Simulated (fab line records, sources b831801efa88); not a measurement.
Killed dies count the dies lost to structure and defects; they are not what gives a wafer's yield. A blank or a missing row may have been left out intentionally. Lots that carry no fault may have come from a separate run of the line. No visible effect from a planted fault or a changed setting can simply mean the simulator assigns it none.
Chamber matching / flow sky130 / SKY_VIA1_CMP_02 on cmp-02: 4 sister chambers
The step polishes SiO2. 4 wafers are shown with their chamber, then 9 later ones without.

## EACH WAFER AND ITS CHAMBER
wafer=L088.6; chamber=1; motor_current_A (A)=11.4
wafer=L090.2; chamber=2; motor_current_A (A)=13.2
wafer=L090.3; chamber=0; motor_current_A (A)=12.4
wafer=L090.4; chamber=3; motor_current_A (A)=11.7

## WAFERS WITHOUT THEIR CHAMBER
wafer=L091.1; motor_current_A (A)=12.6
wafer=L091.2; motor_current_A (A)=13.6
wafer=L091.4; motor_current_A (A)=12.3
wafer=L094.1; motor_current_A (A)=11.6
wafer=L094.2; motor_current_A (A)=12.2
wafer=L094.6; motor_current_A (A)=13.8
wafer=L096.1; motor_current_A (A)=13.4
wafer=L096.3; motor_current_A (A)=12.3
wafer=L096.4; motor_current_A (A)=12.4

## CHAMBER TAKEN BY EACH
wafer=L091.1; from the rows above=can't be placed: 0 or 2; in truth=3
wafer=L091.2; from the rows above=2; in truth=2
wafer=L091.4; from the rows above=can't be placed: 0 or 3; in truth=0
wafer=L094.1; from the rows above=can't be placed: 3 or 1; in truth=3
wafer=L094.2; from the rows above=can't be placed: 0 or 3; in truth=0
wafer=L094.6; from the rows above=2; in truth=2
wafer=L096.1; from the rows above=2; in truth=2
wafer=L096.3; from the rows above=can't be placed: 0 or 3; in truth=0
wafer=L096.4; from the rows above=0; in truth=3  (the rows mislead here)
Correct placement for 3 of the 9. From these rows, 5 cannot be placed; in 4 the true chamber is one of the candidates. Placed wrongly: 1.
How it was worked out, from the rows above alone: a wafer's distance from a chamber is the root of the sum, over the readings, of the square of ((its reading less the chamber's mean) divided by the reading's scatter). The wafer belongs to the nearest chamber; if the next one is less than 2 further off, it can't be placed. Each chamber's mean is taken over the wafers shown for it. The scatter: root of mean squared gap, hidden wafer to nearest shown wafer, with one shown wafer a chamber.
